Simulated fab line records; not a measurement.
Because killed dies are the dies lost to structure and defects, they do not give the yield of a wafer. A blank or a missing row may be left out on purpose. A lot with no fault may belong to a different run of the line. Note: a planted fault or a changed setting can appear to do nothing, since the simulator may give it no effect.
A lot that was struck, set against a sound lot | flow sky130 | 15 out of 708 route steps
Sound: wafers L150.2, L150.3, L150.4. Wafers L159.2, L159.3, L159.5 were the ones struck. At the end, the cause is stated.
For every step that has rows: the tool of each side, followed by ch and its chambers, followed by its first start. Under that, the readings that differ: sound wafers | struck wafers | difference of the means | sigmas: that difference in standard deviations of wafers without a fault.
alike: same words and numbers on both sides, and readings whose means sit less than 2 such deviations apart. not compared: any withheld reading, any reading some wafer has no value for, any bound like >300 that may hide the same value, and any number with overlapping values for which the record gives no deviation.
The two part at a step that has a row with sigmas, a row that says differs or no value, or rows on one side only. Numbers that have no deviation but don't overlap get no sigmas and don't part them. A reading missing from all wafers of one side parts the sides only when that side holds two or more wafers.

first, 4 steps without rows for these wafers: SKY_VIA2_SOFTBAKE_08 (time 90 s); SKY_VIA2_EXPOSE_09 (exposes mask VIM2, target cd 200 nm); SKY_VIA2_PEB_10; SKY_VIA2_DEVELOP_11 (develop time 60 s).
SKY_VIA2_CD_MEAS_12: target cd 200 nm.
  sound on cd sem-01, day 38 07:56; struck on cd sem-01, day 40 14:28
  alike: cd nm
SKY_VIA2_OVL_MEAS_13:
  sound on overlay-01, day 38 08:02; struck on overlay-01, day 40 14:35
  alike: VIA2_OVL
SKY_VIA2_ETCH_14: etches BARC in N2/H2, stops on SiO2, time 45.9 s, target depth 60 nm.
  sound on rie diel-01 ch 1,2,3, day 38 08:04; struck on rie diel-01 ch 0,1,3, day 40 14:37
  alike: drypump motor current A, oes product au, throttle valve pct
  not compared: rf hours counter h
SKY_VIA2_ETCH_15: etches SiO2 in C4F8/O2/Ar, stops on TiN, target depth 546 nm, time 84 s.
  sound on rie diel-01 ch 1,2,3, day 38 08:06; struck on rie diel-01 ch 0,1,3, day 40 14:39
  alike: oes product au
  not compared: rf hours counter h
SKY_VIA2_STRIP_16: strips in O2/N2.
  sound on plasma asher-01 ch 0,1, day 38 08:10; struck on plasma asher-01 ch 0,1, day 40 14:43
  alike: drypump motor current A, oes product au, strip time to endpoint s
  not compared: rf hours counter h
then, 3 steps without rows for these wafers: SKY_VIA2_STRIP_17 (strips in post etch residue remover, time 1200 s); SKY_VIA2_CLEAN_18 (cleans in IPA, time 180 s); SKY_VIA2_CLEAN_19 (cleans in O3/DIW).
SKY_VIA2_SPUTTER_20: material TiN, target thk 20 nm, time 80 s.
  sound on pvd sputter-02, day 38 08:46; struck on pvd sputter-02, day 40 15:21
  reading                                  | sound             | struck           | difference | sigmas
  model.TiN_of_VIA2_SPUTTER_20.thk nm (nm) | 20.17 19.98 20.19 | 19.29 19.43 19.5 | -0.71      |
  alike: throttle valve pct
SKY_VIA2_CVD_21: deposits W, target thk 420 nm, time 126.4 s.
  sound on cvd w-01 ch 0,1, day 38 08:50; struck on cvd w-02 ch 0,1, day 40 15:25
  reading            | sound         | struck      | difference | sigmas
  heater power w (W) | 1049 864 1014 | 779 795 886 | -156       | -2
  alike: susceptor temp C
-- the record jumps here: 9 days lie between the struck wafers' starts before and after (it left off in module VIA2 and takes up again in module PAD_OPEN, whose first step shown is number 708 of the route) --
SKY_PAD_OPEN_PROBE_99:
  sound on prober-01, day 47 08:58; struck on prober-02, day 49 06:00
  reading     | sound    | struck   | difference | sigmas
  killed open | 60 57 52 | 42 36 39 | -17        | -2
  alike: defect limited yield, killed_at_M0_to_M3, killed_at_M4_up, killed at contacts, killed at front end, killed at other, killed dies, killed on rim, killed short, sort_bin_3_pad_short, sort_bin_5_function, sort_bin_6_memory, sort n pass, sort yield pct

== WHERE THEY PART ==
Earliest at SKY_VIA2_CVD_21; latest, in this record, at SKY_PAD_OPEN_PROBE_99.

WHY: whatever the simulator had introduced
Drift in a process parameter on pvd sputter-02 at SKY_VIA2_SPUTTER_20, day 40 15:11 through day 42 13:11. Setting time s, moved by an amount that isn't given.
